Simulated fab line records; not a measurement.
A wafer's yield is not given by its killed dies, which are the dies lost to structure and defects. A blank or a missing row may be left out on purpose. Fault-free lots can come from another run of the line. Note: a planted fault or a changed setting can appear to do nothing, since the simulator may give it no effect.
Chamber matching    flow sky130    SKY_VIA1_CMP_24 on cmp-01 has 4 sister chambers
The step polishes, stops on SiO2, t overpolish 15 s, target thk 0 nm. 4 wafers are shown with their chamber, then 10 later ones without.

## WAFERS PAIRED WITH THEIR CHAMBERS
wafer   chamber  motor_current_A (A)
L082.4  2        12.2
L084.5  3        10.4
L085.1  1        10.9
L085.4  0        10.0

## WAFERS MISSING THEIR CHAMBER
wafer   motor_current_A (A)
L085.5  10.4
L086.2  9.7
L086.3  11.3
L086.4  10.1
L091.1  10.3
L091.2  12.2
L091.5  10.0
L093.3  11.8
L093.5  10.5
L093.6  10.2

## EACH ONE'S CHAMBER
wafer    from the rows above            in truth
L085.5   can't be placed: 3 or 0        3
L086.2   can't be placed: 0 or 3        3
L086.3   1                              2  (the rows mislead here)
L086.4   can't be placed: 0 or 3        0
L091.1   can't be placed: 3 or 0        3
L091.2   2                              2
L091.5   can't be placed: 0 or 3        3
L093.3   2                              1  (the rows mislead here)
L093.5   can't be placed: 3 or 1 or 0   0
L093.6   can't be placed: 0 or 3        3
Placed correctly: 1 of 10. Cannot be placed on the basis of these rows: 7; the candidates contain the true chamber in 7. Number placed wrongly: 2.
How it was worked out, from the rows above alone: a wafer's distance from a chamber is the root of the sum, over the readings, of the square of ((its reading less the chamber's mean) divided by the reading's scatter). The wafer belongs to the nearest chamber; if the next one is less than 2 further off, it can't be placed. For every chamber, the mean is computed from those of its wafers that are shown. The scatter: with one shown wafer a chamber, the root of the mean of the squares of how far each hidden wafer lies from its nearest shown one.
